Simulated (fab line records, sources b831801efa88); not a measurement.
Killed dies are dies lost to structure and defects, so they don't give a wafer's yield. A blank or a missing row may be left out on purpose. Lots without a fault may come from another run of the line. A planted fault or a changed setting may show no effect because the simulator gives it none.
One fault seen from 2 desks | flow sky130 | each desk has only its own numbers; what lay behind them comes last

THE METROLOGY DESK
What the gauges read, lot by lot, whatever tool the lot ran on: means of the sampled wafers that have a number. A lot is out of limits, marked OUT, if its mean lies more than 4 standard deviations from the usual mean; the brackets give that distance.
Columns: A = CAP2M_TIN_RS at SKY_CAP2M_RS_MEAS_03, usual 6.90 ohm/sq; B = CAP2M_TIN_THK at SKY_CAP2M_THK_MEAS_04, usual 199.8 nm; C = cd_nm at SKY_METAL4_CD_MEAS_13, usual 299.9 nm
lot  | first seen here | A              | B                | C
L260 | day 39 10:10    | 6.81           | 200.8            | 300.3
L262 | day 40 05:42    | 6.94           | 198.0            | 299.5
L263 | day 40 10:08    | 6.94           | 200.0            | 299.9
L264 | day 41 06:22    | 6.90           | 199.3            | 300.4
L265 | day 41 11:04    | 7.04           | 196.2            | 300.3
L267 | day 41 22:37    | 6.89           | 200.8            | 300.2
L269 | day 42 18:11    | 6.93           | 198.4            | 301.9
L274 | day 43 21:41    | 7.86 (+13) OUT | 186.5 (-6.3) OUT | 301.1
L282 | day 46 11:06    | 6.91           | 199.5            | 297.4
L280 | day 46 14:27    | 6.99           | 197.3            | 300.5
This desk's finding: out of limits on L274; first on L274, day 43 21:41 (CAP2M_TIN_RS at SKY_CAP2M_RS_MEAS_03). In limits: L260, L262, L263, L264, L265, L267, L269, L282, L280.

THE TOOL OWNER'S DESK: pvd_sputter-02
The tool's own readings at SKY_CAP2M_SPUTTER_02 (material TiN, target thk 200 nm, time 166.7 s): means of the sampled wafers that have a number, for each lot that ran on this tool. A lot is out of limits, marked OUT, if its mean lies more than 4 standard deviations from the usual mean; the brackets give that distance.
Columns: A = substrate_temp_c at SKY_CAP2M_SPUTTER_02, usual 300.00 C; B = throttle_valve_pct at SKY_CAP2M_SPUTTER_02, usual 30.2 %
lot  | first seen here | A      | B
L262 | day 40 05:34    | 299.92 | 29.5
L263 | day 40 10:02    | 299.80 | 29.2
L264 | day 41 06:16    | 300.06 | 29.8
L265 | day 41 10:58    | 300.04 | 29.4
L269 | day 42 18:05    | 300.01 | 29.7
L274 | day 43 21:34    | 299.92 | 30.2
This desk's finding: nothing out of limits on any of the 6 lots.

PUT TOGETHER
The metrology desk could have raised an alarm at day 43 21:41, on L274.
The tool owner's desk saw nothing out of limits.
The tool owner's desk has L274 on record, within its limits.
Of the lots named, all ran SKY_CAP2M_SPUTTER_02 on pvd_sputter-02.

WHAT THE SIMULATOR HAD PUT IN
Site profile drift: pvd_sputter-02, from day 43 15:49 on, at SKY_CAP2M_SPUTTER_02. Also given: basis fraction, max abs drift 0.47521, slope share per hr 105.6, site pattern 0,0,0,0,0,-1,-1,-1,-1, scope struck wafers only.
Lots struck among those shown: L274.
Hours from the fault's start to each desk's first reading out of limits: the metrology desk, 6.
